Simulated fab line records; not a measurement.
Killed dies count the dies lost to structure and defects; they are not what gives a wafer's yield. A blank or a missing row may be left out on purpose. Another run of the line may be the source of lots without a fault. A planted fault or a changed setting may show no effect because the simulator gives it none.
fab line records    flow gf180mcu
record lots=15  wafers=43  lastDay=34
route steps=602 shown NSD@247 SALICIDE@281 CONTACT@287
lots untouched by any fault: they come from a run of this same line in which no faults occurred
startH: hours from the record's first day to the start of the lot's first wafer shown    waitH: time in hours since the lot's previous step    " repeats the value in the row above    L1.1+2: several wafers, shown together as one row    - no value, or no start given    * or withheld: withheld    < > ~ a bound
route shown NAME@n: a module of which the file shows steps, and the number in the route of the first    usual: average and standard deviation across the fault-free wafers    same: alike in all rows    chamber/n: place in a boat    sites: each site's reading    _std_site: standard deviation across them    _edge_site: outer sites' mean less inner sites'    radiusMm: for every site, how far away it sits from the centre of the wafer    mask NAME#n: copy n    behind: the most recent tool/chamber to have shaped the wafer    hold: why the lot was held/for how many hours/how that ended    device: the n, p or np transistor that did not switch    end of line: the tests these same wafers got at the end of their route    step lacking rows: just its recipe    killed: at the first sort, the dies lost to defects and structure; wafer yield is something else    map: a wafer's dies, marking killed ones x, the rest . and places with no die _
set.NAME: the setting the step ran with; set.NAME@STEP: the setting that earlier step ran with    model.NAME: the simulator's own value behind a step, which no gauge read
the route's steps for a sample of lots (tables are steps, rows are wafers)
services: the hour from which a tool's chamber was out of use, counted from the record's first day as startH (under 0 if before that day), plus the number of hours and why
## steps
# step GF_NSD_TW_MEAS_12
# usual NSD_TW=4284/27
lot.wafer  tool          chamber  startH  waitH  NSD_TW
L238.2     filmMetro-02  -        306.52  0.1    4275
L238.3     "             -        "       "      4317
L238.6     "             -        "       "      4310
L239.1     filmMetro-02  -        320.36  0.1    4312
L239.2     "             -        "       "      4322
L239.6     "             -        "       "      4314
L240.1     filmMetro-02  -        323.61  0.1    4305
L240.3     "             -        "       "      4300
L240.5     "             -        "       "      4282
L242.1     filmMetro-04  -        346.19  0.1    4228
L242.2     "             -        "       "      4248
L242.4     "             -        "       "      4234
L243.1     filmMetro-04  -        354.42  0.1    4231
L243.4     "             -        "       "      4249
L244.3     filmMetro-01  -        367.84  0.1    4272
L244.4     "             -        "       "      4285
L244.5     "             -        "       "      4268
L245.1     filmMetro-01  -        373.32  0.1    4294
L245.4     "             -        "       "      4304
L245.5     "             -        "       "      4292
L246.3     filmMetro-02  -        379.79  0.1    4286
L246.5     "             -        "       "      4299
L246.6     "             -        "       "      4282
L247.1     filmMetro-04  -        388.52  0.1    4281
L247.2     "             -        "       "      4289
L249.1     filmMetro-02  -        404.52  0.1    4282
L249.4     "             -        "       "      4292
L249.5     "             -        "       "      4277
L253.2     filmMetro-04  -        436.90  0.1    4260
L253.4     "             -        "       "      4303
L253.5     "             -        "       "      4281
L255.1     filmMetro-04  -        456.44  0.1    4304
L255.4     "             -        "       "      4273
L255.6     "             -        "       "      4296
L257.1     filmMetro-02  -        473.91  0.1    4331
L257.3     "             -        "       "      4322
L257.4     "             -        "       "      4309
L258.1     filmMetro-04  -        492.52  0.1    4240
L258.2     "             -        "       "      4261
L258.5     "             -        "       "      4262
L259.1     filmMetro-01  -        494.04  0.1    4301
L259.4     "             -        "       "      4228
L259.5     "             -        "       "      4267
# step GF_SALICIDE_SPUTTER_03
# recipe material=TiN  targetThkNm=20  powerW=6500  timeS=16.7  chamberPressurePa=0.4
# usual throttleValvePct=29.7/0.99
lot.wafer  tool           chamber  startH  waitH  throttleValvePct
L238.2     pvdSputter-04  -        349.70  0.0    31.2
L238.3     "              -        "       "      29.2
L238.6     "              -        "       "      29.3
L239.1     pvdSputter-02  -        364.17  0.0    30.4
L239.2     "              -        "       "      29.0
L239.6     "              -        "       "      30.9
L240.1     pvdSputter-01  -        367.50  0.0    31.3
L240.3     "              -        "       "      30.0
L240.5     "              -        "       "      28.7
L242.1     pvdSputter-01  -        392.57  0.0    31.2
L242.2     "              -        "       "      30.6
L242.4     "              -        "       "      28.9
L243.1     pvdSputter-04  -        400.99  0.0    30.9
L243.4     "              -        "       "      29.6
L244.3     pvdSputter-02  -        414.72  0.0    28.9
L244.4     "              -        "       "      30.8
L244.5     "              -        "       "      30.9
L245.1     pvdSputter-02  -        420.46  0.0    30.2
L245.4     "              -        "       "      31.0
L245.5     "              -        "       "      30.2
L246.3     pvdSputter-04  -        427.02  0.0    29.3
L246.5     "              -        "       "      29.0
L246.6     "              -        "       "      31.1
L247.1     pvdSputter-04  -        436.42  0.0    29.3
L247.2     "              -        "       "      30.8
L249.1     pvdSputter-02  -        453.21  0.0    28.2
L249.4     "              -        "       "      30.2
L249.5     "              -        "       "      30.5
L253.2     pvdSputter-02  -        484.86  0.0    29.2
L253.4     "              -        "       "      31.0
L253.5     "              -        "       "      28.2
L255.1     pvdSputter-02  -        504.55  0.0    30.7
L255.4     "              -        "       "      30.5
L255.6     "              -        "       "      27.8
L257.1     pvdSputter-04  -        521.84  0.0    31.0
L257.3     "              -        "       "      29.0
L257.4     "              -        "       "      29.6
L258.1     pvdSputter-02  -        540.49  0.0    28.0
L258.2     "              -        "       "      29.1
L258.5     "              -        "       "      28.1
L259.1     pvdSputter-01  -        541.07  0.0    29.9
L259.4     "              -        "       "      31.0
L259.5     "              -        "       "      30.1
# step GF_SALICIDE_RS_MEAS_04
# recipe thkMeasGauge=four-point-probe  reads=TiN_of_SALICIDE_SPUTTER_03+Co_of_SALICIDE_SPUTTER_02
# usual SALICIDE_TIN_RS=16.4/0.39
lot.wafer  tool          chamber  startH  waitH  SALICIDE_TIN_RS[ohm/sq]
L238.2     filmMetro-02  -        349.75  0.0    15.6
L238.3     "             -        "       "      15.9
L238.6     "             -        "       "      16.4
L239.1     filmMetro-04  -        364.20  0.0    16.6
L239.2     "             -        "       "      16.6
L239.6     "             -        "       "      16.7
L240.1     filmMetro-03  -        367.53  0.0    16.0
L240.3     "             -        "       "      16.3
L240.5     "             -        "       "      15.9
L242.1     filmMetro-02  -        392.60  0.0    16.2
L242.2     "             -        "       "      16.7
L242.4     "             -        "       "      15.9
L243.1     filmMetro-04  -        401.01  0.0    15.7
L243.4     "             -        "       "      16.2
L244.3     filmMetro-02  -        414.78  0.1    16.6
L244.4     "             -        "       "      16.8
L244.5     "             -        "       "      16.7
L245.1     filmMetro-02  -        420.48  0.0    16.6
L245.4     "             -        "       "      16.8
L245.5     "             -        "       "      16.5
L246.3     filmMetro-04  -        427.09  0.1    16.6
L246.5     "             -        "       "      16.2
L246.6     "             -        "       "      15.8
L247.1     filmMetro-02  -        436.45  0.0    16.8
L247.2     "             -        "       "      16.3
L249.1     filmMetro-04  -        453.23  0.0    16.8
L249.4     "             -        "       "      16.6
L249.5     "             -        "       "      16.8
L253.2     filmMetro-02  -        484.90  0.0    16.9
L253.4     "             -        "       "      16.9
L253.5     "             -        "       "      16.5
L255.1     filmMetro-04  -        504.57  0.0    16.7
L255.4     "             -        "       "      16.5
L255.6     "             -        "       "      16.7
L257.1     filmMetro-02  -        521.86  0.0    15.8
L257.3     "             -        "       "      16.5
L257.4     "             -        "       "      16.6
L258.1     filmMetro-04  -        540.51  0.0    16.7
L258.2     "             -        "       "      16.1
L258.5     "             -        "       "      16.6
L259.1     filmMetro-04  -        541.10  0.0    16.0
L259.4     "             -        "       "      16.1
L259.5     "             -        "       "      16.0
# step GF_SALICIDE_RTA_06
# recipe tempC=530  timeS=30  ambient=N2
# usual annealTempCMax=532.1/0.44  chamberO2Ppm=2.006/0.021  lampPowerPct=5.8/0.86  wafer_temp_C_max=531.6/0.59
lot.wafer  tool          chamber  startH  waitH  annealTempCMax  chamberO2Ppm  lampPowerPct  wafer_temp_C_max
L238.2     rtpAnneal-02  0        349.92  0.1    532.1           2.012         5.3           531.7
L238.3     "             0        "       "      531.5           1.990         5.3           531.3
L238.6     "             0        "       "      532.4           2.017         5.3           531.4
L239.1     rtpAnneal-02  0        364.38  0.1    531.9           2.027         5.2           530.9
L239.2     "             0        "       "      533.2           2.016         5.2           531.2
L239.6     "             0        "       "      532.2           2.022         5.2           530.9
L240.1     rtpAnneal-02  0        367.71  0.1    531.7           1.977         5.3           530.8
L240.3     "             0        "       "      531.6           1.988         5.2           531.4
L240.5     "             0        "       "      531.8           2.009         5.2           531.4
L242.1     rtpAnneal-02  0        392.78  0.1    531.9           2.009         5.2           530.9
L242.2     "             0        "       "      532.3           1.996         5.2           531.7
L242.4     "             0        "       "      532.2           1.998         5.2           531.4
L243.1     rtpAnneal-02  0        401.19  0.1    532.0           1.972         5.3           531.1
L243.4     "             0        "       "      531.7           1.989         5.2           530.9
L244.3     rtpAnneal-02  -        414.99  0.1    -               -             -             -
L244.4     "             -        "       "      -               -             -             -
L244.5     "             -        "       "      -               -             -             -
L245.1     rtpAnneal-02  -        420.66  0.1    -               -             -             -
L245.4     "             -        "       "      -               -             -             -
L245.5     "             -        "       "      -               -             -             -
L246.3     rtpAnneal-01  -        427.26  0.1    -               -             -             -
L246.5     "             -        "       "      -               -             -             -
L246.6     "             -        "       "      -               -             -             -
L247.1     rtpAnneal-02  0        436.63  0.1    532.1           1.996         5.2           530.9
L247.2     "             0        "       "      532.7           1.998         5.2           530.8
L249.1     rtpAnneal-01  0        453.41  0.1    532.3           2.044         7.2           532.3
L249.4     "             0        "       "      532.1           2.043         7.1           532.0
L249.5     "             0        "       "      533.3           2.031         7.1           533.4
L253.2     rtpAnneal-02  0        485.08  0.1    531.7           1.989         5.2           530.6
L253.4     "             0        "       "      532.3           1.987         5.2           530.8
L253.5     "             0        "       "      531.4           1.971         5.3           531.0
L255.1     rtpAnneal-02  0        504.75  0.1    531.8           1.985         5.2           531.1
L255.4     "             0        "       "      531.8           2.005         5.2           531.3
L255.6     "             0        "       "      531.9           1.971         5.3           531.1
L257.1     rtpAnneal-02  0        522.04  0.1    531.3           2.011         5.2           531.2
L257.3     "             0        "       "      532.0           2.029         5.2           531.5
L257.4     "             0        "       "      531.8           2.057         5.2           531.5
L258.1     rtpAnneal-02  0        540.69  0.1    531.8           2.024         5.3           531.2
L258.2     "             0        "       "      532.4           2.021         5.2           531.6
L258.5     "             0        "       "      532.6           1.986         5.2           531.2
L259.1     rtpAnneal-02  0        541.28  0.1    533.0           2.038         5.3           531.4
L259.4     "             0        "       "      532.0           1.990         5.3           531.5
L259.5     "             0        "       "      531.9           2.013         5.2           531.4
# step GF_CONTACT_CVD_00
# recipe material=SiO2  targetThkNm=300  sigmaOpenFrac=0.3  tempC=400  timeS=50  sih4FlowSccm=60  pressureMtorr=6
lot.wafer   tool       chamber  startH  waitH
L238.2+3+6  hdpcvd-02  2,1,2    350.20  0.1
L239.1+2+6  hdpcvd-01  1,0,1    364.67  0.1
L240.1+3+5  hdpcvd-01  1,2,2    368.01  0.1
L242.1+2+4  hdpcvd-02  2,1,1    393.17  0.1
L243.1+4    hdpcvd-02  0,2      401.58  0.1
L247.1+2    hdpcvd-02  0,2      436.92  0.1
L249.1+4+5  hdpcvd-02  1,0,1    453.71  0.1
L253.2+4+5  hdpcvd-01  2,0,1    485.36  0.1
L255.1+4+6  hdpcvd-02  0,0,1    505.05  0.1
L257.1+3+4  hdpcvd-02  2,0,2    522.43  0.2
L258.1+2+5  hdpcvd-02  2,0,1    540.98  0.1
L259.1+4+5  hdpcvd-02  1,2,1    541.57  0.1
## services
tool           chamber  startH  hours  kind
pvdSputter-04  2        335.13  -      consumableReplace:kit
pvdSputter-04  2        335.13  18.0   scheduledDown
pvdSputter-04  2        335.13  18.0   ventCycle
pvdSputter-04  -        372.69  2.2    repair
hdpcvd-02      -        384.82  0.7    repair
pvdSputter-01  0        400.75  -      consumableReplace:kit
pvdSputter-01  0        400.75  18.0   scheduledDown
pvdSputter-01  0        400.75  18.0   ventCycle
hdpcvd-02      -        404.65  2.0    repair
hdpcvd-02      -        406.44  0.8    repair
pvdSputter-04  -        484.49  1.3    repair
pvdSputter-01  -        484.64  8.0    repair
pvdSputter-04  1        496.16  -      consumableReplace:kit
pvdSputter-04  1        496.16  18.0   scheduledDown
pvdSputter-04  1        496.16  18.0   ventCycle
pvdSputter-04  -        538.45  1.1    repair
pvdSputter-01  -        538.66  1.0    repair
hdpcvd-01      -        539.25  15.0   pm
hdpcvd-01      0        539.25  15.0   ventCycle
hdpcvd-01      1        539.25  15.0   ventCycle
hdpcvd-01      2        539.25  15.0   ventCycle
## key
firstSign step=GF_SALICIDE_RTA_06  reading=toolRecord  direction=missing
effect step=GF_CONTACT_CVD_00  reading=visit  direction=missing
metAt GF_SALICIDE_RTA_06
struckLots L244,L245,L246
laterRowsLeftOut L244.3,L244.4,L244.5,L245.1,L245.4,L245.5,L246.3,L246.5,L246.6
sortLeftOut L244.3,L244.4,L244.5,L245.1,L245.4,L245.5,L246.3,L246.5,L246.6
testerLeftOut L244,L245,L246
notActingAt GF_NSD_TW_MEAS_12,GF_SALICIDE_SPUTTER_03,GF_SALICIDE_RS_MEAS_04
onsetBetween 401.19 414.99
fault kind=skippedStepWhole  tool=rtpAnneal-01,rtpAnneal-02  chamber=-  onsetH=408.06  steps=GF_SALICIDE_RTA_06  scope=struckLotsOnly
# testerLeftOut: of these lots the tester's yield and bins aren't shown, on N5 and GAA mostly nor the transistor test; their killed dies are dies lost to structure and defects alone, not to doping, threshold or leakage, so they don't give the yield
# sortLeftOut: the simulated sort isn't trusted on such a fault, so these wafers' sort isn't shown, and their yield isn't known
# laterRowsLeftOut: the simulator's readings of these wafers behind a module that went badly wrong aren't trusted and aren't shown, but for the sort
